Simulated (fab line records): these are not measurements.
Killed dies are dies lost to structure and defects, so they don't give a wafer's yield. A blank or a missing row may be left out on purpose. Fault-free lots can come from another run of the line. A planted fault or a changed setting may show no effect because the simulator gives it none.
Which tool was responsible? :: flow sky130 :: 11 lots with 33 wafers sampled at 3 steps, on a route of 708 steps

== WHAT THE GAUGES SHOWED, per wafer ==
SKY_LI_CONTACT_RS_MEAS_22: measures by four-point-probe.
lot: L522
measured: day 28 11:04
on: film-metro-02
LI_CONTACT_W_RS (ohm/sq): 0.2849 0.2859 0.2842

lot: L523
measured: day 29 09:01
on: film-metro-04
LI_CONTACT_W_RS (ohm/sq): 0.2884 0.2856 0.2882

lot: L524
measured: day 29 11:13
on: film-metro-02
LI_CONTACT_W_RS (ohm/sq): 0.2838 0.2871 0.2832

lot: L528
measured: day 31 14:01
on: film-metro-04
LI_CONTACT_W_RS (ohm/sq): 0.2840 0.2842 0.2851

lot: L530
measured: day 31 19:51
on: film-metro-02
LI_CONTACT_W_RS (ohm/sq): 0.2825 0.2848 0.2805

lot: L534
measured: day 32 23:04
on: film-metro-03
LI_CONTACT_W_RS (ohm/sq): 0.2549 0.2540 0.2564

lot: L535
measured: day 33 08:49
on: film-metro-02
LI_CONTACT_W_RS (ohm/sq): 0.2799 0.2814 0.2818

lot: L536
measured: day 33 14:12
on: film-metro-03
LI_CONTACT_W_RS (ohm/sq): 0.2516 0.2500 0.2523

lot: L542
measured: day 36 03:56
on: film-metro-03
LI_CONTACT_W_RS (ohm/sq): 0.2838 0.2798 0.2825

lot: L543
measured: day 36 13:50
on: film-metro-04
LI_CONTACT_W_RS (ohm/sq): 0.2849 0.2864 0.2840

lot: L545
measured: day 36 15:04
on: film-metro-03
LI_CONTACT_W_RS (ohm/sq): 0.2875 0.2872 0.2858

== WHICH TOOL RAN EACH LOT (tool, then ch and the chambers of the sampled wafers, then the start) ==
lot: L522
SKY_LI_CONTACT_STRIP_16: plasma-asher-01 ch 0,1, day 28 10:29
SKY_LI_CONTACT_CVD_21: cvd-w-01 ch 0,1, day 28 10:56

lot: L523
SKY_LI_CONTACT_STRIP_16: plasma-asher-01 ch 0,1, day 29 08:19
SKY_LI_CONTACT_CVD_21: cvd-w-02 ch 1, day 29 08:47

lot: L524
SKY_LI_CONTACT_STRIP_16: plasma-asher-01 ch 0,1, day 29 10:22
SKY_LI_CONTACT_CVD_21: cvd-w-02 ch 1, day 29 10:58

lot: L528
SKY_LI_CONTACT_STRIP_16: plasma-asher-04 ch 0,1, day 31 13:28
SKY_LI_CONTACT_CVD_21: cvd-w-02 ch 0,1, day 31 13:54

lot: L530
SKY_LI_CONTACT_STRIP_16: plasma-asher-02 ch 0,1, day 31 19:18
SKY_LI_CONTACT_CVD_21: cvd-w-02 ch 0,1, day 31 19:44

lot: L534
SKY_LI_CONTACT_STRIP_16: plasma-asher-01 ch 0,1, day 32 22:31
SKY_LI_CONTACT_CVD_21: cvd-w-02 ch 0, day 32 22:57

lot: L535
SKY_LI_CONTACT_STRIP_16: plasma-asher-02 ch 0,1, day 33 08:13
SKY_LI_CONTACT_CVD_21: cvd-w-01 ch 0,1, day 33 08:40

lot: L536
SKY_LI_CONTACT_STRIP_16: plasma-asher-04 ch 0,1, day 33 13:37
SKY_LI_CONTACT_CVD_21: cvd-w-02 ch 0,1, day 33 14:04

lot: L542
SKY_LI_CONTACT_STRIP_16: plasma-asher-04 ch 0,1, day 36 03:22
SKY_LI_CONTACT_CVD_21: cvd-w-02 ch 0,1, day 36 03:48

lot: L543
SKY_LI_CONTACT_STRIP_16: plasma-asher-01 ch 0,1, day 36 13:16
SKY_LI_CONTACT_CVD_21: cvd-w-02 ch 0,1, day 36 13:42

lot: L545
SKY_LI_CONTACT_STRIP_16: plasma-asher-01 ch 0,1, day 36 14:24
SKY_LI_CONTACT_CVD_21: cvd-w-01 ch 0,1, day 36 14:50
- SKY_LI_CONTACT_STRIP_16: strips in O2/N2.
- SKY_LI_CONTACT_CVD_21: deposits W, target thk 400 nm, time 120.56 s.

== THE ANSWER, worked out from the rows above alone ==
Rule: the lots themselves supply what counts as usual. The widest of any qualifying gaps counts: lots, ordered by their means at a reading, are off when they make up no more than a third of the lots, leave a main group of 4 or more, and stand apart from it by 3 or more times the standard deviation of that group's means. A main group is skipped when, at the precision printed for the reading in the tables above, its means are all equal. Also off: a lot with no number at a reading for which 4 or more lots have one. All remaining lots with rows at the step are treated as sound.
Off: at SKY_LI_CONTACT_RS_MEAS_22 (LI_CONTACT_W_RS), L534, L536. The main group has a mean of 0.2843 ohm/sq with a standard deviation of 0.002.
A tool fits if, at a process step before that reading, it ran every lot that is off, and no sound lot after the first of them. Those tools and the gauges at SKY_LI_CONTACT_RS_MEAS_22 are tried in the same way. Not one of the candidates tried fits.

== WHAT THE SIMULATOR HAD INSERTED ==
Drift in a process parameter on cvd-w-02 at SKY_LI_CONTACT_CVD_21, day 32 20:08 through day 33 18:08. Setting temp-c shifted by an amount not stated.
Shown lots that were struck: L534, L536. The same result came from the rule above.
